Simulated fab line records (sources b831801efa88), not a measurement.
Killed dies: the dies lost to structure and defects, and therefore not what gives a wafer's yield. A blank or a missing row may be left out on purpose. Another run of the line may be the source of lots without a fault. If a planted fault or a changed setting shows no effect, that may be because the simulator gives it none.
Which of the tools did it?    flow sky130    Sampling: 11 lots, 33 wafers, 4 of 708 route steps

## WHAT THE GAUGES READ, wafer by wafer
SKY_METAL1_RS_MEAS_05: measures by four-point-probe.
lot   measured      on             METAL1_ALCU_RS (ohm/sq)
L550  day 31 15:49  film-metro-03  0.1232 0.1247 0.1248
L553  day 32 19:13  film-metro-03  0.1264 0.1278 0.1277
L557  day 33 21:59  film-metro-02  0.1281 0.1271 0.1275
L558  day 34 09:16  film-metro-02  0.1252 0.1256 0.1257
L566  day 37 15:05  film-metro-02  0.1272 0.1274 0.1263
L567  day 37 23:07  film-metro-03  0.1263 0.1257 0.1254
L568  day 38 04:10  film-metro-02  0.1276 0.1268 0.1254
L570  day 38 17:44  film-metro-04  0.1275 0.1284 0.1279
L569  day 38 18:26  film-metro-04  0.1253 0.1263 0.1276
L571  day 38 19:32  film-metro-02  0.1273 0.1265 0.1269
L572  day 40 09:01  film-metro-03  0.1260 0.1254 0.1256

SKY_METAL1_CD_MEAS_15: the cd target is 140 nm.
lot   measured      on         cd-nm (nm)
L550  day 32 18:49  cd-sem-01  141.4 141.9 141.2
L553  day 33 22:11  cd-sem-02  140.0 140.8 140.9
L557  day 35 00:49  cd-sem-01  139.8 138.9 137.6
L558  day 35 11:32  cd-sem-02  139.8 141.4 139.4
L566  day 38 16:20  cd-sem-01  138.8 138.3 139.2
L567  day 39 00:14  cd-sem-02  138.8 138.5 140.5
L568  day 39 05:41  cd-sem-02  142.4 142.8 141.9
L570  day 39 18:52  cd-sem-01  140.1 139.8 140.0
L569  day 39 19:08  cd-sem-02  139.9 139.8 140.3
L571  day 39 19:46  cd-sem-01  141.2 139.4 140.7
L572  day 41 09:53  cd-sem-02  140.9 141.0 141.2

SKY_VIA1_THK_MEAS_01.
lot   measured      on             VIA1_HDPCVD_THK (nm)
L550  day 32 19:52  film-metro-04  1018 1043 1022
L553  day 33 23:14  film-metro-04  1033 1039 1023
L557  day 35 01:52  film-metro-04  1016 1041 890
L558  day 35 12:34  film-metro-03  1038 1029 1026
L566  day 38 17:23  film-metro-03  1024 1020 1025
L567  day 39 01:16  film-metro-01  1032 1046 1036
L568  day 39 06:44  film-metro-01  1021 1031 1016
L570  day 39 19:58  film-metro-04  1046 1054 1033
L569  day 39 20:17  film-metro-01  1028 1036 1045
L571  day 39 20:55  film-metro-01  1015 1027 1036
L572  day 41 10:57  film-metro-01  1060 1042 1058

## WHAT TOOL EACH LOT RAN ON (gives the tool, then ch and the chambers of the sampled wafers, and finally the start)
lot   SKY_VIA1_HDPCVD_00
L550  hdpcvd-02 ch 0,1, day 32 19:45
L553  hdpcvd-02 ch 0,1,2, day 33 23:07
L557  hdpcvd-02 ch 0,1,2, day 35 01:44
L558  hdpcvd-01 ch 0,1, day 35 12:27
L566  hdpcvd-01 ch 0,1,2, day 38 17:16
L567  hdpcvd-02 ch 0,1,2, day 39 01:08
L568  hdpcvd-01 ch 0,2, day 39 06:37
L570  hdpcvd-02 ch 1,2, day 39 19:50
L569  hdpcvd-01 ch 0,1,2, day 39 20:10
L571  hdpcvd-01 ch 0,1,2, day 39 20:49
L572  hdpcvd-02 ch 0,2, day 41 10:50
- SKY_VIA1_HDPCVD_00: deposits SiO2, target thk 1030 nm, time 171.7 s.

## AS READ BY THE TOOLS THEMSELVES (means over the sampled wafers that have a number; for cases with no such wafer, the mark the record gives instead)
SKY_VIA1_HDPCVD_00.
lot   tool       sih4-flow-sccm (sccm)
L550  hdpcvd-02  60.05
L553  hdpcvd-02  60.04
L557  hdpcvd-02  57.13
L558  hdpcvd-01  59.75
L566  hdpcvd-01  59.87
L567  hdpcvd-02  59.91
L568  hdpcvd-01  60.04
L570  hdpcvd-02  60.06
L569  hdpcvd-01  59.88
L571  hdpcvd-01  59.91
L572  hdpcvd-02  60.05

## THE ANSWER, worked out from the rows above alone
Rule: the usual values come from the lots themselves. Put in order of their means at a reading, lots are off if they are a third of the lots or fewer, leave a main group of 4 or more, and stand apart from it by a gap of 3 or more times the standard deviation of the main group's means; of several such gaps the widest counts. If all means in a main group match to the digits the tables above print for the reading, that group is not used. A lot without any number at a reading at which 4 lots or more have one is off too. The other lots that the step has rows for count as sound. The gauges are gone through in route order, then the tools' own readings, and for those a lot's mean is taken as printed above. The first step at which some lot is off is used, and at that step the reading that is off furthest; a lot without a number counts as furthest.
Off: at SKY_VIA1_THK_MEAS_01 (VIA1_HDPCVD_THK), L557. The main group: mean 1033 nm, standard deviation 9.3.
If a tool, at a process step before that reading, ran all the lots that are off and no sound lot after the first of them, it fits. The gauges at SKY_VIA1_THK_MEAS_01 aren't tried: what is off there is off at SKY_VIA1_HDPCVD_00 too, on other tools, and a gauge's error can't cause that. No candidate that was tried fits.

## WHAT THE SIMULATOR HAD INSERTED
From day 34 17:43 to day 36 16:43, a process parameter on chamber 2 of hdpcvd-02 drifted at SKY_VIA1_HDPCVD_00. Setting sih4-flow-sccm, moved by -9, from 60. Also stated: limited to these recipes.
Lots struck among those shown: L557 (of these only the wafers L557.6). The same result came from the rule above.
